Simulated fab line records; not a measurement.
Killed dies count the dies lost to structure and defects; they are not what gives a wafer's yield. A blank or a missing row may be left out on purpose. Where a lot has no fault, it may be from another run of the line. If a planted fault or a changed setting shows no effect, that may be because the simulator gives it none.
What tool caused it? -- flow gf180mcu -- 72 wafers from 24 lots sampled at 4 of the route's 602 steps

WHAT THE GAUGES SHOWED, per wafer
GF_HV_LDD_OVL_MEAS_08.
lot,measured,on,HV_LDD_OVL (nm)
L074,day 10 00:25,overlay-02,-1.9 -2.1 -1.8
L075,day 10 08:19,overlay-02,0.0 -1.6 -1.6
L076,day 10 14:46,overlay-02,-2.4 -0.6 -1.2
L077,day 10 22:34,overlay-01,-2.6 -2.2 -2.8
L078,day 11 03:59,overlay-02,0.7 -0.2 -0.9
L079,day 11 13:56,overlay-02,1.3 -0.2 -2.2
L080,day 11 21:47,overlay-02,1.5 1.5 1.7
L081,day 12 04:19,overlay-02,0.9 -0.5 -0.2
L082,day 12 15:46,overlay-01,-2.1 -2.3 -1.3
L083,day 13 00:29,overlay-02,-3.8 -1.1 -3.7
L084,day 13 07:01,overlay-01,0.5 0.9 0.7
L085,day 13 09:20,overlay-01,0.1 0.6 -1.7
L086,day 13 19:49,overlay-01,-0.7 -0.4 -1.0
L087,day 14 01:46,overlay-02,-1.1 -1.2 0.1
L088,day 14 02:04,overlay-01,-1.9 -2.9 -3.4
L089,day 14 22:50,overlay-01,-3.0 -0.3 -2.7
L090,day 15 05:16,overlay-01,0.7 -0.4 0.4
L091,day 15 11:31,overlay-02,-2.1 -2.0 -2.0
L092,day 15 15:38,overlay-01,1.5 1.2 -0.1
L093,day 16 00:20,overlay-02,-1.1 -1.3 -2.0
L094,day 16 08:52,overlay-02,0.0 -0.8 2.0
L095,day 16 16:05,overlay-02,-3.1 -2.0 -2.8
L096,day 16 22:01,overlay-01,0.4 -0.2 -0.5
L097,day 17 02:10,overlay-02,0.2 -1.2 0.7

GF_M4_CD_MEAS_14: target cd 280 nm.
lot,measured,on,cd_nm (nm)
L074,day 23 05:53,cd_sem-02,279.4 278.4 279.9
L075,day 23 15:38,cd_sem-02,279.5 278.1 278.9
L076,day 24 01:12,cd_sem-02,279.7 281.8 279.8
L077,day 24 11:08,cd_sem-02,279.9 280.2 279.6
L078,day 24 14:55,cd_sem-01,280.4 279.9 280.6
L079,day 25 03:32,cd_sem-02,278.2 279.3 277.7
L080,day 25 13:37,cd_sem-01,279.1 279.6 278.9
L081,day 25 21:41,cd_sem-01,279.7 278.5 278.0
L082,day 26 06:27,cd_sem-01,278.0 278.8 278.2
L083,day 26 19:59,cd_sem-02,279.3 279.0 279.1
L084,day 27 01:31,cd_sem-02,280.3 280.6 280.7
L085,day 27 04:24,cd_sem-01,280.8 280.6 280.5
L086,day 27 11:33,cd_sem-01,279.4 279.3 279.9
L087,day 27 19:01,cd_sem-01,279.9 280.0 279.9
L088,day 27 21:01,cd_sem-02,280.2 280.3 278.8
L089,day 28 12:30,cd_sem-01,277.5 278.5 277.7
L090,day 28 22:15,cd_sem-02,279.6 280.4 279.1
L091,day 29 01:54,cd_sem-02,279.4 278.9 279.3
L092,day 29 07:45,cd_sem-01,278.7 278.6 278.8
L093,day 29 13:19,cd_sem-01,280.9 280.8 280.6
L094,day 29 20:23,cd_sem-02,279.5 279.6 280.1
L095,day 30 03:24,cd_sem-01,280.9 280.8 280.5
L096,day 30 07:34,cd_sem-01,280.3 279.9 279.4
L097,day 30 09:49,cd_sem-02,281.5 282.4 281.8

TOOL THAT RAN EACH LOT (tool first, then ch and the chambers of the sampled wafers, then the start)
lot,GF_CONTACT_CVD_24,GF_M4_SPUTTER_04
L074,"cvd_w-01 ch 1, day 16 00:08","pvd_sputter-02, day 22 07:08"
L075,"cvd_w-02 ch 0,1, day 16 09:53","pvd_sputter-01, day 22 16:49"
L076,"cvd_w-02 ch 0,1, day 16 19:25","pvd_sputter-01, day 23 02:49"
L077,"cvd_w-02 ch 0,1, day 17 05:17","pvd_sputter-04, day 23 13:11"
L078,"cvd_w-01 ch 0, day 17 09:23","pvd_sputter-04, day 23 16:58"
L079,"cvd_w-01 ch 0,1, day 17 23:44","pvd_sputter-04, day 24 06:28"
L080,"cvd_w-01 ch 0,1, day 18 09:55","pvd_sputter-02, day 24 15:56"
L081,"cvd_w-02 ch 0,1, day 18 19:53","pvd_sputter-02, day 25 01:09"
L082,"cvd_w-02 ch 0,1, day 19 05:58","pvd_sputter-02, day 25 10:08"
L083,"cvd_w-02 ch 0,1, day 19 17:30","pvd_sputter-01, day 25 23:04"
L084,"cvd_w-02 ch 0,1, day 20 02:23","pvd_sputter-01, day 26 04:59"
L085,"cvd_w-02 ch 0,1, day 20 04:55","pvd_sputter-04, day 26 08:26"
L086,"cvd_w-01 ch 0,1, day 20 14:50","pvd_sputter-02, day 26 15:38"
L087,"cvd_w-01 ch 0,1, day 20 22:18","pvd_sputter-02, day 26 22:40"
L088,"cvd_w-02 ch 0,1, day 21 02:08","pvd_sputter-01, day 27 01:17"
L089,"cvd_w-01 ch 0,1, day 21 22:30","pvd_sputter-04, day 27 16:40"
L090,"cvd_w-01 ch 0,1, day 22 07:58","pvd_sputter-01, day 28 03:43"
L091,"cvd_w-01 ch 0,1, day 22 13:46","pvd_sputter-02, day 28 06:44"
L092,"cvd_w-01 ch 0, day 22 20:19","pvd_sputter-04, day 28 13:12"
L093,"cvd_w-01 ch 0,1, day 23 01:34","pvd_sputter-04, day 28 18:19"
L094,"cvd_w-02 ch 0,1, day 23 10:58","pvd_sputter-04, day 29 02:02"
L095,"cvd_w-01 ch 0,1, day 23 20:10","pvd_sputter-04, day 29 09:25"
L096,"cvd_w-01 ch 0,1, day 24 00:56","pvd_sputter-02, day 29 12:46"
L097,"cvd_w-02 ch 0,1, day 24 04:15","pvd_sputter-02, day 29 15:22"
- GF_CONTACT_CVD_24: deposits W, target thk 300 nm, time 90.339 s.
- GF_M4_SPUTTER_04: material TiN, target thk 50 nm, time 41.7 s.

AS READ BY THE TOOLS THEMSELVES (means over the sampled wafers that have a number; for cases with no such wafer, the mark the record gives instead)
GF_CONTACT_CVD_24.
lot,tool,heater_power_w (W)
L074,cvd_w-01,744
L075,cvd_w-02,753
L076,cvd_w-02,746
L077,cvd_w-02,759
L078,cvd_w-01,906
L079,cvd_w-01,861
L080,cvd_w-01,862
L081,cvd_w-02,704
L082,cvd_w-02,704
L083,cvd_w-02,706
L084,cvd_w-02,704
L085,cvd_w-02,743
L086,cvd_w-01,862
L087,cvd_w-01,853
L088,cvd_w-02,745
L089,cvd_w-01,816
L090,cvd_w-01,812
L091,cvd_w-01,866
L092,cvd_w-01,927
L093,cvd_w-01,815
L094,cvd_w-02,759
L095,cvd_w-01,798
L096,cvd_w-01,811
L097,cvd_w-02,758

GF_M4_SPUTTER_04.
lot,tool,throttle_valve_pct (%)
L074,pvd_sputter-02,30.0
L075,pvd_sputter-01,30.5
L076,pvd_sputter-01,29.1
L077,pvd_sputter-04,29.1
L078,pvd_sputter-04,30.4
L079,pvd_sputter-04,29.9
L080,pvd_sputter-02,29.8
L081,pvd_sputter-02,29.3
L082,pvd_sputter-02,29.1
L083,pvd_sputter-01,29.6
L084,pvd_sputter-01,29.6
L085,pvd_sputter-04,30.0
L086,pvd_sputter-02,29.3
L087,pvd_sputter-02,30.0
L088,pvd_sputter-01,29.7
L089,pvd_sputter-04,30.0
L090,pvd_sputter-01,30.6
L091,pvd_sputter-02,29.2
L092,pvd_sputter-04,29.2
L093,pvd_sputter-04,29.4
L094,pvd_sputter-04,29.7
L095,pvd_sputter-04,29.6
L096,pvd_sputter-02,30.0
L097,pvd_sputter-02,29.9

THE ANSWER, worked out from the rows above alone
Rule: the usual values come from the lots themselves. The widest of any qualifying gaps counts: lots, ordered by their means at a reading, are off when they make up no more than a third of the lots, leave a main group of 4 or more, and stand apart from it by 3 or more times the standard deviation of that group's means. Not used: any main group whose means are identical at the precision the tables above print for the reading. Also off: a lot with no number at a reading for which 4 or more lots have one. Any other lot the step has rows for is counted as sound. First the gauges in route order, then the tools' own readings, where a lot's mean is used as printed above. At the first step where some lot is off, the reading lying furthest off is the one used; lots without a number count as furthest.
Across all readings shown, no lot is off: no conclusion can be drawn from this.

WHAT THE SIMULATOR PUT IN
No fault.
